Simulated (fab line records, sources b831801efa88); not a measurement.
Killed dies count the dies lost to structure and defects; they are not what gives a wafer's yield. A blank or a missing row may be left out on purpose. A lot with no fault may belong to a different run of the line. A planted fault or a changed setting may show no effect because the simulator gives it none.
Which tool is to blame? :: flow gf180mcu :: 10 lots with 30 wafers sampled at 5 steps, on a route of 602 steps

## WHAT THE GAUGES SHOWED, per wafer
GF_V3_RS_MEAS_24: uses a four-point probe to measure. Usual: for V3_W_RS the level is 0.326 ohm/sq and the standard deviation is 0.0049.
lot: L569
measured: day 22 15:16
on: film metro-01
V3_W_RS (ohm/sq): 0.329 0.324 0.327
flag: 

lot: L578
measured: day 25 21:47
on: film metro-02
V3_W_RS (ohm/sq): 0.248 0.253 0.245 0.248 0.253 0.246
flag: OFF

lot: L579
measured: day 26 03:35
on: film metro-02
V3_W_RS (ohm/sq): 0.254 0.248 0.248 0.253 0.248 0.248
flag: OFF

lot: L581
measured: day 27 00:47
on: film metro-01
V3_W_RS (ohm/sq): 0.333 0.330 0.331
flag: 

lot: L583
measured: day 27 16:14
on: film metro-04
V3_W_RS (ohm/sq): 0.335 0.336 0.336
flag: 

lot: L586
measured: day 28 05:14
on: film metro-02
V3_W_RS (ohm/sq): 0.324 0.329 0.327
flag: 

lot: L587
measured: day 28 07:53
on: film metro-02
V3_W_RS (ohm/sq): 0.326 0.324 0.326
flag: 

lot: L588
measured: day 28 14:41
on: film metro-04
V3_W_RS (ohm/sq): 0.326 0.327 0.327
flag: 

lot: L590
measured: day 29 07:46
on: film metro-04
V3_W_RS (ohm/sq): 0.316 0.327 0.318
flag: 

lot: L591
measured: day 29 20:02
on: film metro-02
V3_W_RS (ohm/sq): 0.329 0.333 0.334
flag: 

GF_V3_THK_MEAS_25: measures by xrf. Usual: for V3_W_THK the level is 358 nm and the standard deviation is 8.3.
lot: L569
measured: day 22 15:23
on: film metro-01
V3_W_THK (nm): 353 357 356
flag: 

lot: L578
measured: day 26 00:37
on: film metro-02
V3_W_THK (nm): 475 465 484 477 468 484
flag: OFF

lot: L579
measured: day 26 05:49
on: film metro-02
V3_W_THK (nm): 467 479 476 463 477 482
flag: OFF

lot: L581
measured: day 27 00:55
on: film metro-01
V3_W_THK (nm): 343 350 346
flag: 

lot: L583
measured: day 27 16:20
on: film metro-04
V3_W_THK (nm): 343 344 343
flag: 

lot: L586
measured: day 28 05:22
on: film metro-02
V3_W_THK (nm): 365 358 360
flag: 

lot: L587
measured: day 28 08:00
on: film metro-02
V3_W_THK (nm): 361 363 360
flag: 

lot: L588
measured: day 28 14:47
on: film metro-04
V3_W_THK (nm): 356 354 355
flag: 

lot: L590
measured: day 29 07:53
on: film metro-04
V3_W_THK (nm): 367 355 367
flag: 

lot: L591
measured: day 29 20:08
on: film metro-02
V3_W_THK (nm): 358 352 352
flag: 

## WHAT TOOL EACH LOT RAN ON (gives the tool, then ch and the chambers of the sampled wafers, and finally the start)
lot: L569
GF_V3_CMP_04: cmp-02 ch 0,1, day 21 13:59
GF_V3_STRIP_18: plasma asher-01 ch 0,1, day 22 14:29
GF_V3_CVD_23: cvd w-02 ch 0,1, day 22 15:10

lot: L578
GF_V3_CMP_04: cmp-02 ch 0,1,3, day 24 23:26
GF_V3_STRIP_18: plasma asher-01 ch 0,1, day 25 21:02
GF_V3_CVD_23: cvd w-01 ch 0,1, day 25 21:41

lot: L579
GF_V3_CMP_04: cmp-01 ch 0,1,2, day 25 04:46
GF_V3_STRIP_18: plasma asher-04 ch 0,1, day 26 02:50
GF_V3_CVD_23: cvd w-01 ch 0,1, day 26 03:28

lot: L581
GF_V3_CMP_04: cmp-01 ch 1,2, day 26 02:29
GF_V3_STRIP_18: plasma asher-03 ch 0,1, day 27 00:02
GF_V3_CVD_23: cvd w-02 ch 0,1, day 27 00:41

lot: L583
GF_V3_CMP_04: cmp-01 ch 0,1,2, day 26 18:14
GF_V3_STRIP_18: plasma asher-01 ch 0,1, day 27 15:28
GF_V3_CVD_23: cvd w-02 ch 0,1, day 27 16:07

lot: L586
GF_V3_CMP_04: cmp-02 ch 1,2,3, day 27 07:32
GF_V3_STRIP_18: plasma asher-01 ch 0,1, day 28 04:29
GF_V3_CVD_23: cvd w-02 ch 0,1, day 28 05:08

lot: L587
GF_V3_CMP_04: cmp-01 ch 1,2, day 27 11:30
GF_V3_STRIP_18: plasma asher-04 ch 0,1, day 28 07:05
GF_V3_CVD_23: cvd w-02 ch 0,1, day 28 07:46

lot: L588
GF_V3_CMP_04: cmp-02 ch 0,2,3, day 27 17:30
GF_V3_STRIP_18: plasma asher-04 ch 0,1, day 28 13:53
GF_V3_CVD_23: cvd w-02 ch 0,1, day 28 14:33

lot: L590
GF_V3_CMP_04: cmp-02 ch 1,2,3, day 28 11:29
GF_V3_STRIP_18: plasma asher-04 ch 0,1, day 29 06:59
GF_V3_CVD_23: cvd w-01 ch 0,1, day 29 07:39

lot: L591
GF_V3_CMP_04: cmp-01 ch 1,2,3, day 29 00:22
GF_V3_STRIP_18: plasma asher-03 ch 1, day 29 19:14
GF_V3_CVD_23: cvd w-02 ch 0,1, day 29 19:54
- GF_V3_CMP_04: polishes SiO2.
- GF_V3_STRIP_18: strips in O2/N2.
- GF_V3_CVD_23: deposits W, target thk 350 nm, time 104.9 s.

## AS READ BY THE TOOLS THEMSELVES (means over the sampled wafers that have a number; for cases with no such wafer, the mark the record gives instead)
GF_V3_CMP_04. Usual: motor current A 12.1 A, standard deviation 1.2; time to endpoint s 77 s, standard deviation 4.9.
lot: L569
tool: cmp-02
motor current A (A): 11.9
time to endpoint s (s): 79
flag: 

lot: L578
tool: cmp-02
motor current A (A): 12.5
time to endpoint s (s): 76
flag: 

lot: L579
tool: cmp-01
motor current A (A): 12.5
time to endpoint s (s): 69
flag: 

lot: L581
tool: cmp-01
motor current A (A): 13.5
time to endpoint s (s): 73
flag: 

lot: L583
tool: cmp-01
motor current A (A): 13.3
time to endpoint s (s): 73
flag: 

lot: L586
tool: cmp-02
motor current A (A): 11.5
time to endpoint s (s): 79
flag: 

lot: L587
tool: cmp-01
motor current A (A): 12.5
time to endpoint s (s): 78
flag: 

lot: L588
tool: cmp-02
motor current A (A): 11.7
time to endpoint s (s): 80
flag: 

lot: L590
tool: cmp-02
motor current A (A): 11.4
time to endpoint s (s): 79
flag: 

lot: L591
tool: cmp-01
motor current A (A): 12.4
time to endpoint s (s): 76
flag: 

GF_V3_STRIP_18. Usual: drypump motor current A 5.9 A, standard deviation 0.36; heater power w 339 W, standard deviation 34; oes product au 0.592 a.u., standard deviation 0.0049.
lot: L569
tool: plasma asher-01
drypump motor current A (A): 5.8
heater power w (W): 326
oes product au (a.u.): 0.594
flag: 

lot: L578
tool: plasma asher-01
drypump motor current A (A): 5.8
heater power w (W): 328
oes product au (a.u.): 0.595
flag: 

lot: L579
tool: plasma asher-04
drypump motor current A (A): 5.8
heater power w (W): 335
oes product au (a.u.): 0.590
flag: 

lot: L581
tool: plasma asher-03
drypump motor current A (A): 6.2
heater power w (W): 329
oes product au (a.u.): 0.591
flag: 

lot: L583
tool: plasma asher-01
drypump motor current A (A): 5.6
heater power w (W): 349
oes product au (a.u.): 0.593
flag: 

lot: L586
tool: plasma asher-01
drypump motor current A (A): 5.8
heater power w (W): 325
oes product au (a.u.): 0.590
flag: 

lot: L587
tool: plasma asher-04
drypump motor current A (A): 5.8
heater power w (W): 340
oes product au (a.u.): 0.587
flag: 

lot: L588
tool: plasma asher-04
drypump motor current A (A): 5.8
heater power w (W): 332
oes product au (a.u.): 0.594
flag: 

lot: L590
tool: plasma asher-04
drypump motor current A (A): 5.7
heater power w (W): 334
oes product au (a.u.): 0.593
flag: 

lot: L591
tool: plasma asher-03
drypump motor current A (A): 6.4
heater power w (W): 333
oes product au (a.u.): 0.586
flag: 

GF_V3_CVD_23. Usual: heater power w 845 W, standard deviation 35; susceptor temp C 400.00 C, standard deviation 0.23.
lot: L569
tool: cvd w-02
heater power w (W): 838
susceptor temp C (C): 399.92
flag: 

lot: L578
tool: cvd w-01
heater power w (W): 933
susceptor temp C (C): 414.76
flag: OFF

lot: L579
tool: cvd w-01
heater power w (W): 939
susceptor temp C (C): 414.54
flag: OFF

lot: L581
tool: cvd w-02
heater power w (W): 843
susceptor temp C (C): 399.87
flag: 

lot: L583
tool: cvd w-02
heater power w (W): 839
susceptor temp C (C): 400.35
flag: 

lot: L586
tool: cvd w-02
heater power w (W): 857
susceptor temp C (C): 399.88
flag: 

lot: L587
tool: cvd w-02
heater power w (W): 855
susceptor temp C (C): 399.94
flag: 

lot: L588
tool: cvd w-02
heater power w (W): 854
susceptor temp C (C): 400.01
flag: 

lot: L590
tool: cvd w-01
heater power w (W): 878
susceptor temp C (C): 400.04
flag: 

lot: L591
tool: cvd w-02
heater power w (W): 850
susceptor temp C (C): 399.61
flag: 

## THE ANSWER, worked out from the rows above alone
Rule: a lot counts as off when the mean over its wafers that have a number is more than 3 standard deviations away from the usual mean. Also off: a lot with no number at a reading for which 4 or more lots have one. Where the step has rows for the other lots, those lots are counted as sound. After the gauges, taken in route order, come the tools' own readings; for these a lot's mean is taken, as printed above. The first step at which some lot is off is used, and at that step the reading that is off furthest; a lot without a number counts as furthest.
Off: at GF_V3_RS_MEAS_24 (V3_W_RS), L578, L579.
A tool fits if, at a process step before that reading, it ran every lot that is off, and no sound lot after the first of them. The gauges at GF_V3_RS_MEAS_24 aren't tried: what is off there is off at GF_V3_CVD_23 too, on other tools, and a gauge's error can't cause that. Not one of the candidates tried fits.

## WHAT HAD BEEN PUT IN BY THE SIMULATOR
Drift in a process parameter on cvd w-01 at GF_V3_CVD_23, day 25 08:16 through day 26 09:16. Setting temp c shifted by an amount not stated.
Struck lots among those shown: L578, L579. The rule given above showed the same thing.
